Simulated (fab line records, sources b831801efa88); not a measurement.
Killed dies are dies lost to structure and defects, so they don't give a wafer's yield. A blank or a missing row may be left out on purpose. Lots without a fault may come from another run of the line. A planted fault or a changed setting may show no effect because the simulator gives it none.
Chamber matching | flow gf180mcu | GF_V1_CVD_02 on pecvd-01: 3 sister chambers
The step deposits SiO2 from TEOS, target thk 850 nm, time 94.851 s. 3 wafers are shown with their chamber, then 7 later ones without.

WAFERS WITH THEIR CHAMBER
wafer  | chamber | heater_power_w (W)
L777.4 | 1       | 684
L777.5 | 0       | 559
L777.6 | 2       | 518

WAFERS WITHOUT THEIR CHAMBER
wafer  | heater_power_w (W)
L778.1 | 559
L778.5 | 488
L778.6 | 688
L782.4 | 550
L782.6 | 569
L785.4 | 527
L785.5 | 557

WHICH CHAMBER EACH WENT THROUGH
wafer  | from the rows above     | in truth
L778.1 | 0                       | 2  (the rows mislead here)
L778.5 | 2                       | 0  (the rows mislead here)
L778.6 | 1                       | 1
L782.4 | can't be placed: 0 or 2 | 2
L782.6 | 0                       | 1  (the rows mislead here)
L785.4 | can't be placed: 2 or 0 | 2
L785.5 | 0                       | 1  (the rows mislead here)
Placed correctly: 1 of 7. Can't be placed from these rows: 2 (the true chamber is among the candidates in 2). Placed wrongly: 4.
How it was worked out, from the rows above alone: a wafer's distance from a chamber is the root of the sum, over the readings, of the square of ((its reading less the chamber's mean) divided by the reading's scatter). The wafer belongs to the nearest chamber; if the next one is less than 2 further off, it can't be placed. A chamber's mean is the mean of its shown wafers. The scatter: with one shown wafer a chamber, the root of the mean of the squares of how far each hidden wafer lies from its nearest shown one.
